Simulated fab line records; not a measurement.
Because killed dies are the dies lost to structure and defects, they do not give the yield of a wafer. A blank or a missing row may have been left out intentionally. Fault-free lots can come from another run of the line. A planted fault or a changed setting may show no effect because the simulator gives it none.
Comparing a struck lot with a sound one :: flow sfq line :: 20 steps out of a route of 325
Sound: wafers L392.2, L392.3, L392.5. Wafers struck: L394.4, L394.5, L394.6. The cause comes at the end.
For every step that has rows: the tool of each side, followed by ch and its chambers, followed by its first start. Under that, the readings that differ: sound wafers :: struck wafers :: difference of the means :: sigmas: that difference in standard deviations of wafers without a fault.
alike: readings with means less than 2 such deviations apart, plus words and numbers identical on both sides. not compared: withheld readings, readings lacking a value on some wafer, bounds such as >300 that could conceal the same value, and numbers that have no deviation in the record and whose values overlap.
The two part at a step that has a row with sigmas, a row that says differs or no value, or rows on one side only. Numbers that have no deviation but don't overlap get no sigmas and don't part them. A reading missing from all wafers of one side parts the sides only when that side holds two or more wafers.

first, 3 steps without rows for these wafers: SFQ_TRILAYER_I3_VIA_LITHO_EXPOSE_086 (exposes mask I3, target cd 500 nm); SFQ_TRILAYER_I3_VIA_LITHO_PEB_088 (peb time 60 s); SFQ_TRILAYER_I3_VIA_LITHO_DEVELOP_087 (time 60 s).
SFQ_I3_OVL_MEAS_923:
  sound: overlay-02 at day 41 19:57; struck: overlay-01 at day 42 10:58
  alike: I3_OVL
SFQ_TRILAYER_I3_VIA_BARC_OPEN_VIA_ETCH_121: etches BARC in O2, target depth 125 nm, time 41.7 s.
  sound on rie diel-01 ch 1,2, day 41 19:59; struck on rie diel-01 ch 0,2,3, day 42 10:59
  alike: drypump motor current A, oes product au
  not compared: rf hours counter h
SFQ_TRILAYER_I3_VIA_ETCH_VIA_ETCH_088: etches SiO2 in CHF3, stops on Nb, target depth 260 nm.
  sound on rie diel-01 ch 1,2, day 41 20:01; struck on rie diel-01 ch 0,2,3, day 42 11:01
  alike: drypump motor current A, oes product au
SFQ_TRILAYER_I3_VIA_STRIP_STRIP_089: strips in O2.
  sound on rie metal-04 ch 0, day 41 20:08; struck on rie metal-01 ch 0, day 42 11:44
  alike: drypump motor current A, oes product au
  not compared: rf hours counter h
then, 2 steps without rows for these wafers: SFQ_TRILAYER_I3_VIA_STRIP_SOLV_CLEAN_090 (cleans in NMP, time 600 s); SFQ_TRILAYER_M4_DEP_PRE_CLEAN_092 (time 22.5 s).
SFQ_TRILAYER_M4_DEP_SPUTTER_091: material Nb, target thk 200 nm, time 133.3 s.
  sound: pvd sputter-05 at day 41 20:56; struck: pvd sputter-06 at day 42 12:32
  alike: cathode dc power W, throttle valve pct
SFQ_M4_RS_MEAS_924: the measuring method here is four-point-probe.
  sound: film metro-03 at day 41 21:03; struck: film metro-01 at day 42 12:41
  alike: M4_NB_RS
SFQ_TRILAYER_M4_LITHO_COAT_098: resist thk 62 nm.
  sound on litho track-04 ch 0, day 41 21:16; struck on litho track-04 ch 0, day 42 12:58
reading: spin speed rpm (rpm)
sound: 2999.2 3000.6 3000.4
struck: 2868.0 2869.0 2868.4
difference: -131.6
sigmas: -77

reading: model.BARC_of_TRILAYER_M4_LITHO_COAT_098.thk nm (nm)
sound: 61.96 61.8 62.05
struck: 63.22 63.37 63.35
difference: +1.38
sigmas: 
  alike: exhaust pa
then, 5 steps without rows for these wafers: SFQ_TRILAYER_M4_LITHO_COAT_093 (resist thk 600 nm); SFQ_TRILAYER_M4_LITHO_SOFTBAKE_097; SFQ_TRILAYER_M4_LITHO_EXPOSE_094 (exposes mask M4, target cd 500 nm); SFQ_TRILAYER_M4_LITHO_PEB_096 (peb time 60 s); SFQ_TRILAYER_M4_LITHO_DEVELOP_095 (time 60 s).
SFQ_M4_OVL_MEAS_926:
  sound: overlay-01 at day 41 23:28; struck: overlay-01 at day 42 15:05
  alike: M4_OVL
SFQ_TRILAYER_M4_BARC_OPEN_METAL_ETCH_123: etches BARC in O2, target depth 125 nm, time 41.7 s.
  sound on rie metal-01 ch 0,1, day 41 23:30; struck on rie metal-01 ch 0,1, day 42 15:07
reading: model.etch.depth nm (nm)
sound: 61.96 61.8 62.05
struck: 63.22 63.37 63.35
difference: +1.38
sigmas: 
  alike: drypump motor current A, oes product au
  not compared: rf hours counter h
SFQ_TRILAYER_M4_ETCH_METAL_ETCH_096: etches Nb in Cl2/Ar, stops on SiO2, target depth 240 nm, time 120 s.
  sound on rie metal-01 ch 0,1, day 41 23:34; struck on rie metal-01 ch 0,1, day 42 15:12
  alike: drypump motor current A, oes product au
  not compared: rf hours counter h

== WHERE THEY PART ==
Only at SFQ_TRILAYER_M4_LITHO_COAT_098, within this record. Later steps at which nothing parts them and some readings are alike: SFQ_M4_OVL_MEAS_926, SFQ_TRILAYER_M4_BARC_OPEN_METAL_ETCH_123, SFQ_TRILAYER_M4_ETCH_METAL_ETCH_096.

WHY: the cause the simulator had injected
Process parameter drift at SFQ_TRILAYER_M4_LITHO_COAT_098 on litho track-04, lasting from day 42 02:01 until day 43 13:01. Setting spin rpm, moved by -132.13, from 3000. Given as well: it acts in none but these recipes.
